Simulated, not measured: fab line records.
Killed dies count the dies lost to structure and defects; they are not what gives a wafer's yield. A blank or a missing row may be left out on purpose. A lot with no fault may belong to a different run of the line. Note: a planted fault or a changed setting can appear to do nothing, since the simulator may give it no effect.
fab line records    flow gf180mcu    part 1 of 2: steps 1 to 31 of 44
record: lots: 5  wafers: 15  last_day: 34
route steps=602 shown HV_LDD@205 NSD@235 PSD@248
lots with no fault: from the same line, run without faults
start_h: hours from the record's first day to the start of the lot's first wafer shown    wait_h: time in hours since the lot's previous step    " identical to the entry in the row above    L1.1+2: a row that stands for several wafers    - no value, or no start was given    * or withheld: withheld    < > ~ a bound
route shown NAME@n: a module of which the file shows steps, and the number in the route of the first    usual: mean/standard deviation taken from wafers without a fault    same: alike in all rows    chamber/n: place in a boat    sites: per-site readings    _std_site: their standard deviation    _edge_site: mean of outer sites minus mean of inner sites    radius_mm: how far each site lies from the wafer's centre    mask NAME#n: copy n    behind: tool/chamber where the wafer was last shaped    hold: the reason the lot was held/the length of the hold in hours/how it ended    device: transistor that didn't switch, given as n, p or np    end of line: tests of these same wafers at the route's end    for a step that has no rows: nothing shown but its recipe    killed: dies lost to structure and defects at the first sort, not the wafer's yield    map: dies across one wafer; x = killed, . = not, _ = none there
set.NAME: the setting as run; set.NAME@STEP: as run at that earlier step    model.NAME: the simulator's own value behind a step, which no gauge read
lots at selected steps of the route; one table per step, one row per wafer
services: a tool's chamber out of use, with start hour (start_h, from the record's first day; less than 0 if before it), hours out, and reason
== steps ==
step: GF_HV_LDD_PEB_29
recipe: temp_c: withheld  time_s: *  resist: NOVOLAK
lot.wafer   tool            chamber  start_h  wait_h
L077.1+4+6  litho_track-01  0        -        -
L083.1+4+5  litho_track-03  0        -        -
L084.2+5+6  litho_track-04  0        -        -
L094.1+2+4  litho_track-01  0        -        -
L096.2+3+6  litho_track-01  0        -        -
step: GF_HV_LDD_DEVELOP_30
recipe: develop_time_s: 60  dev_temp_c: 23
same: develop_time_s: 60
lot.wafer   tool            chamber  start_h  wait_h
L077.1+4+6  litho_track-01  0        287.27   0.1
L083.1+4+5  litho_track-03  0        325.59   0.1
L084.2+5+6  litho_track-04  0        336.83   0.1
L094.1+2+4  litho_track-01  0        410.27   0.1
L096.2+3+6  litho_track-01  0        426.99   0.1
step: GF_HV_LDD_CD_MEAS_31
recipe: target_cd_nm: 400
usual: cd_nm: 398.3/2.1
lot.wafer  tool       chamber  start_h  wait_h  cd_nm
L077.1     cd_sem-01  -        287.42   0.1     398.6
L077.4     "          -        "        "       396.0
L077.6     "          -        "        "       395.7
L083.1     cd_sem-02  -        325.74   0.1     399.0
L083.4     "          -        "        "       397.9
L083.5     "          -        "        "       398.5
L084.2     cd_sem-01  -        336.98   0.1     400.6
L084.5     "          -        "        "       398.9
L084.6     "          -        "        "       402.0
L094.1     cd_sem-02  -        410.42   0.1     401.0
L094.2     "          -        "        "       399.4
L094.4     "          -        "        "       400.6
L096.2     cd_sem-01  -        427.14   0.1     398.6
L096.3     "          -        "        "       398.5
L096.6     "          -        "        "       398.2
step: GF_HV_LDD_OVL_MEAS_32
usual: HV_LDD_02_OVL: 0.5/1.3
lot.wafer  tool        chamber  start_h  wait_h  HV_LDD_02_OVL[nm]
L077.1     overlay-01  -        287.54   0.1     0.7
L077.4     "           -        "        "       0.4
L077.6     "           -        "        "       1.3
L083.1     overlay-02  -        325.86   0.1     0.4
L083.4     "           -        "        "       0.9
L083.5     "           -        "        "       1.0
L084.2     overlay-02  -        337.08   0.1     -2.8
L084.5     "           -        "        "       -0.4
L084.6     "           -        "        "       -2.4
L094.1     overlay-02  -        410.54   0.1     1.1
L094.2     "           -        "        "       2.8
L094.4     "           -        "        "       1.9
L096.2     overlay-02  -        427.25   0.1     0.8
L096.3     "           -        "        "       0.4
L096.6     "           -        "        "       0.9
step: GF_HV_LDD_IMPLANT_33
recipe: species: P  energy_kev: 60  dose_cm2: 7.5e+12  tilt_deg: 30  rotation_deg: 0
lot.wafer   tool          chamber  start_h  wait_h
L077.1+4+6  implanter-04  0        287.58   0.0
L083.1+4+5  implanter-01  0        325.90   0.0
L084.2+5+6  implanter-04  0        337.14   0.0
L094.1+2+4  implanter-03  0        410.58   0.0
L096.2+3+6  implanter-04  0        427.30   0.0
step: GF_HV_LDD_IMPLANT_34
recipe: species: P  energy_kev: 60  dose_cm2: 7.5e+12  tilt_deg: 30  rotation_deg: 90
lot.wafer   tool          chamber  start_h  wait_h
L077.1+4+6  implanter-04  0        287.73   0.1
L083.1+4+5  implanter-01  0        326.05   0.1
L084.2+5+6  implanter-04  0        337.29   0.1
L094.1+2+4  implanter-03  0        410.73   0.1
L096.2+3+6  implanter-04  0        427.45   0.1
step: GF_HV_LDD_IMPLANT_35
recipe: species: P  energy_kev: 60  dose_cm2: 7.5e+12  tilt_deg: 30  rotation_deg: 180
lot.wafer   tool          chamber  start_h  wait_h
L077.1+4+6  implanter-04  0        287.88   0.1
L083.1+4+5  implanter-01  0        326.20   0.1
L084.2+5+6  implanter-04  0        337.44   0.1
L094.1+2+4  implanter-03  0        410.88   0.1
L096.2+3+6  implanter-04  0        427.60   0.1
step: GF_HV_LDD_IMPLANT_36
recipe: species: P  energy_kev: 60  dose_cm2: 7.5e+12  tilt_deg: 30  rotation_deg: 270
lot.wafer   tool          chamber  start_h  wait_h
L077.1+4+6  implanter-04  0        288.03   0.1
L083.1+4+5  implanter-01  0        326.35   0.1
L084.2+5+6  implanter-04  0        337.59   0.1
L094.1+2+4  implanter-03  0        411.03   0.1
L096.2+3+6  implanter-04  0        427.75   0.1
step: GF_HV_LDD_STRIP_37
recipe: chemistry: O2/N2  power_w: 1400  pressure_mtorr: 1500  platen_temp_c: 250  o2_flow_sccm: 3000  n2_flow_sccm: 300  overash_fraction: 0.5
usual: drypump_motor_current_A: 5.9/0.55  heater_power_w: 310/21  oes_product_au: 0.715/0.0045  strip_time_to_endpoint_s: 12.63/0.039
lot.wafer  tool             chamber  start_h  wait_h  drypump_motor_current_A  heater_power_w  oes_product_au  rf_hours_counter_h  strip_time_to_endpoint_s
L077.1     plasma_asher-03  1        288.18   0.1     4.9                      281             0.714           63                  12.62
L077.4     "                1        "        "       4.9                      270             0.718           -                   12.64
L077.6     "                0        "        "       6.5                      318             0.713           -                   12.63
L083.1     plasma_asher-02  0        326.50   0.1     6.5                      318             0.713           67                  12.58
L083.4     "                1        "        "       5.9                      288             0.715           -                   12.59
L083.5     "                1        "        "       5.9                      295             0.717           -                   12.57
L084.2     plasma_asher-03  0        337.71   0.1     6.5                      314             0.717           68                  12.59
L084.5     "                0        "        "       6.5                      315             0.721           -                   12.56
L084.6     "                1        "        "       4.9                      269             0.715           -                   12.59
L094.1     plasma_asher-03  0        411.18   0.1     6.5                      307             0.715           76                  12.62
L094.2     "                1        "        "       4.8                      273             0.715           76                  12.63
L094.4     "                1        "        "       4.8                      273             0.716           -                   12.67
L096.2     plasma_asher-02  1        427.88   0.1     5.9                      296             0.717           78                  12.61
L096.3     "                0        "        "       6.4                      333             0.714           -                   12.61
L096.6     "                1        "        "       5.9                      289             0.711           -                   12.60
step: GF_HV_LDD_TW_MEAS_38
usual: HV_LDD_3_TW: 1428/16
lot.wafer  tool           chamber  start_h  wait_h  HV_LDD_3_TW
L077.1     film_metro-04  -        288.28   0.1     1436
L077.4     "              -        "        "       1444
L077.6     "              -        "        "       1441
L083.1     film_metro-04  -        326.60   0.1     1442
L083.4     "              -        "        "       1436
L083.5     "              -        "        "       1438
L084.2     film_metro-03  -        337.82   0.1     1421
L084.5     "              -        "        "       1422
L084.6     "              -        "        "       1421
L094.1     film_metro-03  -        411.28   0.1     1405
L094.2     "              -        "        "       1406
L094.4     "              -        "        "       1412
L096.2     film_metro-03  -        427.99   0.1     1403
L096.3     "              -        "        "       1407
L096.6     "              -        "        "       1407
step: GF_HV_LDD_DEHYDRATE_39
recipe: temp_c: 200  time_s: 60
lot.wafer   tool            chamber  start_h  wait_h
L077.1+4+6  litho_track-03  0        297.59   9.3
L083.1+4+5  litho_track-04  0        336.96   10.3
L084.2+5+6  litho_track-04  0        347.83   10.0
L094.1+2+4  litho_track-01  0        422.42   11.1
L096.2+3+6  litho_track-03  0        439.66   11.7
step: GF_HV_LDD_HMDS_40
recipe: prime_time_s: 60  prime_temp_c: 120
usual: prime_temp_c: 119.99/0.15
lot.wafer  tool            chamber  start_h  wait_h  prime_temp_c
L077.1     litho_track-03  0        297.74   0.1     119.98
L077.4     "               0        "        "       119.86
L077.6     "               0        "        "       120.07
L083.1     litho_track-04  0        337.11   0.1     120.01
L083.4     "               0        "        "       119.97
L083.5     "               0        "        "       120.02
L084.2     litho_track-04  0        347.98   0.1     119.87
L084.5     "               0        "        "       119.85
L084.6     "               0        "        "       119.81
L094.1     litho_track-01  0        422.57   0.1     120.21
L094.2     "               0        "        "       120.24
L094.4     "               0        "        "       120.29
L096.2     litho_track-03  0        439.81   0.1     119.85
L096.3     "               0        "        "       119.82
L096.6     "               0        "        "       119.86
step: GF_HV_LDD_COAT_41
recipe: resist: NOVOLAK  spin_rpm: 3000  resist_thk_nm: 1000
lot.wafer   tool            chamber  start_h  wait_h
L077.1+4+6  litho_track-03  0        297.89   0.1
L083.1+4+5  litho_track-04  0        337.26   0.1
L084.2+5+6  litho_track-04  0        348.13   0.1
L094.1+2+4  litho_track-01  0        422.72   0.1
L096.2+3+6  litho_track-03  0        439.96   0.1
step: GF_HV_LDD_SOFTBAKE_42
recipe: temp_c: 90  time_s: 60  resist: NOVOLAK
lot.wafer   tool            chamber  start_h  wait_h
L077.1+4+6  litho_track-03  0        298.04   0.1
L083.1+4+5  litho_track-04  0        337.41   0.1
L084.2+5+6  litho_track-04  0        348.28   0.1
L094.1+2+4  litho_track-01  0        422.87   0.1
L096.2+3+6  litho_track-03  0        440.11   0.1
step: GF_HV_LDD_EXPOSE_43
recipe: mask_id: Pplus_HV_AREA  target_cd_nm: 400  na: 0.6  source_shape: conventional  sigma_outer: 0.6  dose_mj: 140
lot.wafer   tool              chamber  start_h  wait_h  mask
L077.1+4+6  iline_stepper-02  0        -        -       Pplus_HV_AREA#0
L083.1+4+5  iline_stepper-02  0        -        -       Pplus_HV_AREA#0
L084.2+5+6  iline_stepper-02  0        -        -       Pplus_HV_AREA#0
L094.1+2+4  iline_stepper-02  0        -        -       Pplus_HV_AREA#0
L096.2+3+6  iline_stepper-01  0        -        -       Pplus_HV_AREA#0
step: GF_HV_LDD_PEB_44
recipe: temp_c: withheld  time_s: *  resist: NOVOLAK
lot.wafer   tool            chamber  start_h  wait_h
L077.1+4+6  litho_track-03  0        -        -
L083.1+4+5  litho_track-03  0        -        -
L084.2+5+6  litho_track-01  0        -        -
L094.1+2+4  litho_track-01  0        -        -
L096.2+3+6  litho_track-01  0        -        -
step: GF_HV_LDD_DEVELOP_45
recipe: develop_time_s: 60  dev_temp_c: 23
same: develop_time_s: 60
lot.wafer   tool            chamber  start_h  wait_h
L077.1+4+6  litho_track-03  0        307.39   0.1
L083.1+4+5  litho_track-03  0        347.79   0.1
L084.2+5+6  litho_track-01  0        358.80   0.1
L094.1+2+4  litho_track-01  0        434.32   0.1
L096.2+3+6  litho_track-01  0        451.84   0.1
step: GF_HV_LDD_CD_MEAS_46
recipe: target_cd_nm: 400
usual: cd_nm: 400.5/2.7
lot.wafer  tool       chamber  start_h  wait_h  cd_nm
L077.1     cd_sem-01  -        307.54   0.1     396.7
L077.4     "          -        "        "       395.7
L077.6     "          -        "        "       395.1
L083.1     cd_sem-01  -        347.94   0.1     398.8
L083.4     "          -        "        "       399.7
L083.5     "          -        "        "       398.2
L084.2     cd_sem-02  -        358.94   0.1     402.1
L084.5     "          -        "        "       399.7
L084.6     "          -        "        "       400.3
L094.1     cd_sem-02  -        434.47   0.1     395.8
L094.2     "          -        "        "       397.2
L094.4     "          -        "        "       397.1
L096.2     cd_sem-02  -        451.99   0.1     400.5
L096.3     "          -        "        "       403.4
L096.6     "          -        "        "       400.8
step: GF_HV_LDD_OVL_MEAS_47
usual: HV_LDD_03_OVL: 0.0/1.3
lot.wafer  tool        chamber  start_h  wait_h  HV_LDD_03_OVL[nm]
L077.1     overlay-01  -        307.66   0.1     -1.3
L077.4     "           -        "        "       -2.2
L077.6     "           -        "        "       -0.8
L083.1     overlay-02  -        348.06   0.1     1.7
L083.4     "           -        "        "       1.1
L083.5     "           -        "        "       -0.6
L084.2     overlay-02  -        359.05   0.1     -0.9
L084.5     "           -        "        "       0.5
L084.6     "           -        "        "       2.1
L094.1     overlay-01  -        434.59   0.1     0.4
L094.2     "           -        "        "       0.3
L094.4     "           -        "        "       0.4
L096.2     overlay-02  -        452.10   0.1     -0.5
L096.3     "           -        "        "       -0.5
L096.6     "           -        "        "       -2.4
step: GF_HV_LDD_IMPLANT_48
recipe: species: B  energy_kev: 25  dose_cm2: 3e+13  tilt_deg: 7
lot.wafer   tool          chamber  start_h  wait_h
L077.1+4+6  implanter-03  0        307.70   0.0
L083.1+4+5  implanter-03  0        348.10   0.0
L084.2+5+6  implanter-01  0        359.10   0.0
L094.1+2+4  implanter-03  0        434.63   0.0
L096.2+3+6  implanter-04  0        452.15   0.0
step: GF_HV_LDD_STRIP_49
recipe: chemistry: O2/N2  power_w: 1400  pressure_mtorr: 1500  platen_temp_c: 250  o2_flow_sccm: 3000  n2_flow_sccm: 300  overash_fraction: 0.5
usual: drypump_motor_current_A: 5.9/0.58  heater_power_w: 310/22  oes_product_au: 0.716/0.0047  strip_time_to_endpoint_s: 12.62/0.038
lot.wafer  tool             chamber  start_h  wait_h  drypump_motor_current_A  heater_power_w  oes_product_au  rf_hours_counter_h  strip_time_to_endpoint_s
L077.1     plasma_asher-01  0        307.85   0.1     6.0                      320             0.721           20                  12.64
L077.4     "                1        "        "       5.5                      339             0.718           -                   12.64
L077.6     "                1        "        "       5.5                      334             0.709           -                   12.66
L083.1     plasma_asher-01  1        348.25   0.1     5.5                      344             0.716           24                  12.66
L083.4     "                0        "        "       5.9                      325             0.725           -                   12.65
L083.5     "                0        "        "       5.9                      322             0.710           -                   12.65
L084.2     plasma_asher-01  0        359.23   0.1     6.0                      317             0.724           25                  12.67
L084.5     "                0        "        "       5.9                      327             0.718           -                   12.65
L084.6     "                1        "        "       5.5                      342             0.707           -                   12.63
L094.1     plasma_asher-03  1        434.78   0.1     4.9                      270             0.723           0                   12.58
L094.2     "                0        "        "       6.5                      301             0.722           0                   12.56
L094.4     "                1        "        "       4.9                      277             0.717           -                   12.52
L096.2     plasma_asher-02  1        452.28   0.1     5.9                      289             0.717           81                  12.62
L096.3     "                0        "        "       6.4                      330             0.716           -                   12.64
L096.6     "                0        "        "       6.4                      320             0.714           -                   12.60
step: GF_HV_LDD_TW_MEAS_50
usual: HV_LDD_4_TW: 565/5.6
lot.wafer  tool           chamber  start_h  wait_h  HV_LDD_4_TW
L077.1     film_metro-03  -        307.95   0.1     556
L077.4     "              -        "        "       556
L077.6     "              -        "        "       558
L083.1     film_metro-04  -        348.35   0.1     567
L083.4     "              -        "        "       566
L083.5     "              -        "        "       565
L084.2     film_metro-02  -        359.34   0.1     576
L084.5     "              -        "        "       573
L084.6     "              -        "        "       576
L094.1     film_metro-03  -        434.88   0.1     564
L094.2     "              -        "        "       559
L094.4     "              -        "        "       562
L096.2     film_metro-03  -        452.39   0.1     563
L096.3     "              -        "        "       562
L096.6     "              -        "        "       565
step: GF_HV_LDD_CLEAN_51
recipe: chemistry: SC1/SC2  mix: 1:4:20  temp_c: 70  time_s: 150  dry: n2_spin
lot.wafer   tool          chamber  start_h  wait_h
L077.1+4+6  wet_bench-04  1        308.01   0.1
L083.1+4+5  wet_bench-02  2        348.41   0.1
L084.2+5+6  wet_bench-02  2        359.39   0.0
L094.1+2+4  wet_bench-04  0        434.94   0.1
L096.2+3+6  wet_bench-01  0        452.44   0.0
step: GF_HV_LDD_RTA_52
recipe: temp_c: 1000  time_s: 10  ambient: N2
usual: chamber_o2_ppm: 1.998/0.021  lamp_power_pct: 30.7/2.2  wafer_temp_C_max: 1006.7/1.5
lot.wafer  tool           chamber  start_h  wait_h  chamber_o2_ppm  lamp_power_pct  wafer_temp_C_max
L077.1     rtp_anneal-02  0        308.06   0.0     2.008           33.1            1004.8
L077.4     "              0        "        "       2.031           33.1            1006.0
L077.6     "              0        "        "       1.998           33.1            1004.2
L083.1     rtp_anneal-01  0        348.46   0.0     2.022           28.6            1008.1
L083.4     "              0        "        "       2.002           28.6            1008.7
L083.5     "              0        "        "       1.995           28.6            1008.8
L084.2     rtp_anneal-01  0        359.45   0.0     1.989           28.6            1007.6
L084.5     "              0        "        "       1.995           28.6            1006.5
L084.6     "              0        "        "       1.981           28.7            1007.9
L094.1     rtp_anneal-01  0        434.99   0.0     2.021           28.6            1008.3
L094.2     "              0        "        "       2.018           28.6            1009.0
L094.4     "              0        "        "       2.034           28.6            1007.2
L096.2     rtp_anneal-02  0        452.50   0.0     2.016           33.1            1005.5
L096.3     "              0        "        "       2.023           33.1            1005.3
L096.6     "              0        "        "       2.001           33.1            1005.5
step: GF_HV_LDD_RS_MEAS_53
recipe: thk_meas_gauge: four-point-probe
usual: HV_LDD_RS: 418.0/0.79
lot.wafer  tool           chamber  start_h  wait_h  HV_LDD_RS[ohm/sq]
L077.1     film_metro-02  -        308.12   0.1     417.5
L077.4     "              -        "        "       417.9
L077.6     "              -        "        "       417.9
L083.1     film_metro-03  -        348.53   0.1     417.7
L083.4     "              -        "        "       417.1
L083.5     "              -        "        "       418.2
L084.2     film_metro-03  -        359.53   0.1     419.5
L084.5     "              -        "        "       418.4
L084.6     "              -        "        "       419.7
L094.1     film_metro-04  -        435.05   0.1     418.0
L094.2     "              -        "        "       418.4
L094.4     "              -        "        "       418.1
L096.2     film_metro-04  -        452.58   0.1     418.2
L096.3     "              -        "        "       418.7
L096.6     "              -        "        "       418.9
step: GF_HV_LDD_CVD_54
recipe: material: SiO2  target_thk_nm: 10  precursor: TEOS  temp_c: 680  time_s: 75  pressure_mtorr: 400
usual: spike_tc_upper_C: 680.9/1.7  zone_power_upper_pct: 9.5/0.42
lot.wafer  tool      chamber  start_h  wait_h  spike_tc_upper_C  zone_power_upper_pct
L077.1     lpcvd-02  1        308.24   0.1     678.3             9.3
L077.4     "         1        "        "       680.2             9.2
L077.6     "         1        "        "       678.9             9.3
L083.1     lpcvd-02  0        348.65   0.1     679.3             8.8
L083.4     "         0        "        "       679.5             8.6
L083.5     "         0        "        "       679.9             8.6
L084.2     lpcvd-01  0        359.63   0.1     683.0             9.6
L084.5     "         0        "        "       680.1             9.7
L084.6     "         0        "        "       682.0             9.8
L094.1     lpcvd-01  1        435.17   0.1     683.5             9.8
L094.2     "         1        "        "       681.6             9.8
L094.4     "         1        "        "       682.9             9.7
L096.2     lpcvd-01  1        452.68   0.1     684.0             10.0
L096.3     "         1        "        "       682.7             9.7
L096.6     "         1        "        "       682.7             9.8
step: GF_HV_LDD_THK_MEAS_55
recipe: reads: SiO2_of_HV_LDD_CVD_54
usual: HV_LDD_CVD_54_THK: 9.98/0.14
lot.wafer  tool           chamber  start_h  wait_h  HV_LDD_CVD_54_THK[nm]
L077.1     film_metro-04  -        309.27   0.0     10.19
L077.4     "              -        "        "       10.12
L077.6     "              -        "        "       10.13
L083.1     film_metro-02  -        350.18   0.0     10.09
L083.4     "              -        "        "       10.04
L083.5     "              -        "        "       10.03
L084.2     film_metro-03  -        360.66   0.0     10.12
L084.5     "              -        "        "       10.08
L084.6     "              -        "        "       10.17
L094.1     film_metro-02  -        436.19   0.0     9.93
L094.2     "              -        "        "       9.70
L094.4     "              -        "        "       9.98
L096.2     film_metro-04  -        453.71   0.0     9.87
L096.3     "              -        "        "       9.81
L096.6     "              -        "        "       9.89
step: GF_HV_LDD_CVD_56
recipe: material: Si3N4  precursor: DCS/NH3  target_thk_nm: 90  temp_c: 770  time_s: 1543  pressure_mtorr: 250
usual: spike_tc_upper_C: 770.3/1.8  zone_power_upper_pct: 12.0/0.61
lot.wafer  tool      chamber  start_h  wait_h  spike_tc_upper_C  zone_power_upper_pct
L077.1     lpcvd-01  1        309.33   0.1     772.3             12.8
L077.4     "         1        "        "       772.8             12.5
L077.6     "         1        "        "       770.3             12.8
L083.1     lpcvd-02  1        350.24   0.1     768.8             11.9
L083.4     "         1        "        "       770.1             11.6
L083.5     "         1        "        "       769.3             11.8
L084.2     lpcvd-02  0        360.71   0.0     768.0             11.1
L084.5     "         0        "        "       771.1             11.0
L084.6     "         0        "        "       769.2             11.3
L094.1     lpcvd-01  1        436.25   0.1     773.4             12.7
L094.2     "         1        "        "       771.3             12.6
L094.4     "         1        "        "       773.4             12.6
L096.2     lpcvd-02  1        453.76   0.0     767.1             11.7
L096.3     "         1        "        "       768.4             11.8
L096.6     "         1        "        "       769.6             11.8
step: GF_HV_LDD_THK_MEAS_57
recipe: reads: Si3N4_of_HV_LDD_CVD_56
usual: HV_LDD_CVD_56_THK: 89.9/0.92
lot.wafer  tool           chamber  start_h  wait_h  HV_LDD_CVD_56_THK[nm]
L077.1     film_metro-03  -        310.75   0.0     89.6
L077.4     "              -        "        "       90.1
L077.6     "              -        "        "       90.0
L083.1     film_metro-02  -        351.67   0.0     88.1
L083.4     "              -        "        "       89.4
L083.5     "              -        "        "       89.4
L084.2     film_metro-03  -        362.15   0.0     88.1
L084.5     "              -        "        "       88.7
L084.6     "              -        "        "       88.5
L094.1     film_metro-02  -        437.68   0.0     90.3
L094.2     "              -        "        "       90.9
L094.4     "              -        "        "       91.7
L096.2     film_metro-04  -        455.91   0.0     91.1
L096.3     "              -        "        "       90.7
L096.6     "              -        "        "       91.0
step: GF_HV_LDD_ETCHBACK_58
recipe: chemistry: CH3F/O2  target: Si3N4  stop_on: SiO2  source_w: 400  bias_w: 78.28  pressure_mtorr: 25  ch3f_flow_sccm: 40  O2_flow_sccm: 30  time_s: 100  target_depth_a: 900
usual: drypump_motor_current_A: 5.8/0.35  oes_product_au: 0.842/0.0068  throttle_valve_pct: 10.559/0.0082
lot.wafer  tool         chamber  start_h  wait_h  drypump_motor_current_A  oes_product_au  rf_hours_counter_h  throttle_valve_pct
L077.1     rie_diel-04  1        310.81   0.1     6.3                      0.842           11                  10.568
L077.4     "            2        "        "       5.7                      0.842           13                  10.567
L077.6     "            1        "        "       6.2                      0.844           -                   10.546
L083.1     rie_diel-03  0        351.73   0.1     5.7                      0.834           72                  10.545
L083.4     "            1        "        "       5.3                      0.839           2                   10.546
L083.5     "            1        "        "       5.3                      0.827           -                   10.564
L084.2     rie_diel-01  2        362.20   0.0     5.3                      0.837           8                   10.569
L084.5     "            3        "        "       5.3                      0.834           -                   10.570
L084.6     "            0        "        "       6.5                      0.841           -                   10.564
L094.1     rie_diel-03  1        437.74   0.1     5.3                      0.843           4                   10.548
L094.2     "            0        "        "       5.7                      0.844           74                  10.559
L094.4     "            2        "        "       6.1                      0.852           57                  10.569
L096.2     rie_diel-03  2        455.96   0.0     6.1                      0.850           57                  10.577
L096.3     "            1        "        "       5.3                      0.844           5                   10.563
L096.6     "            1        "        "       5.3                      0.853           -                   10.559
step: GF_NSD_DEHYDRATE_00
recipe: temp_c: 200  time_s: 60
lot.wafer   tool            chamber  start_h  wait_h
L077.1+4+6  litho_track-02  0        320.44   9.6
L083.1+4+5  litho_track-02  0        362.04   10.3
L084.2+5+6  litho_track-04  0        372.38   10.1
L094.1+2+4  litho_track-04  0        449.30   11.5
L096.2+3+6  litho_track-01  0        467.84   11.8
